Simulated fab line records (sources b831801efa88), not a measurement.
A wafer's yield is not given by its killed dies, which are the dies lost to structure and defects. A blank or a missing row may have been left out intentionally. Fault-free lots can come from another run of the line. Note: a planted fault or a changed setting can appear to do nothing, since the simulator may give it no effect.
Matching of chambers | flow gf180mcu | GF_V1_CVD_02 on pecvd-01: 3 sister chambers
The step deposits SiO2 from TEOS, target thk 850 nm, time 94.851 s. 22 wafers are shown with their chamber, then 11 later ones without.

WAFERS WITH THEIR CHAMBER
wafer  | chamber | heaterPowerW (W)
L074.1 | 1       | 734
L074.3 | 0       | 787
L074.4 | 1       | 782
L075.1 | 1       | 688
L075.2 | 2       | 672
L075.3 | 0       | 754
L076.1 | 2       | 618
L076.2 | 0       | 741
L076.5 | 0       | 781
L080.1 | 2       | 657
L080.2 | 0       | 776
L080.5 | 2       | 708
L083.2 | 2       | 662
L083.5 | 0       | 781
L083.6 | 2       | 702
L087.2 | 2       | 596
L087.3 | 0       | 736
L087.4 | 0       | 767
L089.1 | 0       | 717
L089.2 | 2       | 637
L089.4 | 1       | 728
L091.1 | 1       | 677

SIGNATURES (means of the wafers above)
reading      | chamber 0 | chamber 1 | chamber 2 | scatter within a chamber
heaterPowerW | 760.00    | 721.80    | 656.50    | 34.2
Rule: distance of a wafer from a chamber = root of the sum over the readings of ((wafer's reading minus chamber's mean) / reading's scatter) squared. The wafer belongs to the nearest chamber; if the next one is less than 2 further off, it can't be placed. The scatter: take each reading less its chamber's mean, square it, sum over the shown wafers, divide by the number of wafers less the number of chambers, and take the root.

WAFERS WITHOUT THEIR CHAMBER
wafer  | heaterPowerW (W)
L091.2 | 738
L091.6 | 690
L092.4 | 631
L092.5 | 616
L092.6 | 687
L094.2 | 748
L094.4 | 792
L094.6 | 562
L095.2 | 800
L095.5 | 696
L095.6 | 631

THE CHAMBER EACH PASSED THROUGH
wafer  | from the rows above          | in truth
L091.2 | can't be placed: 1 or 0 or 2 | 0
L091.6 | can't be placed: 1 or 2 or 0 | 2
L092.4 | can't be placed: 2 or 1      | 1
L092.5 | can't be placed: 2 or 1      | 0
L092.6 | can't be placed: 2 or 1 or 0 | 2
L094.2 | can't be placed: 0 or 1      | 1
L094.4 | can't be placed: 0 or 1      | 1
L094.6 | can't be placed: 2 or 1      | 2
L095.2 | can't be placed: 0 or 1      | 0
L095.5 | can't be placed: 1 or 2 or 0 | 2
L095.6 | can't be placed: 2 or 1      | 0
Correct placement for 0 of the 11. Unplaceable from these rows: 11, with the true chamber sitting among the candidates in 9. Number placed wrongly: 0.
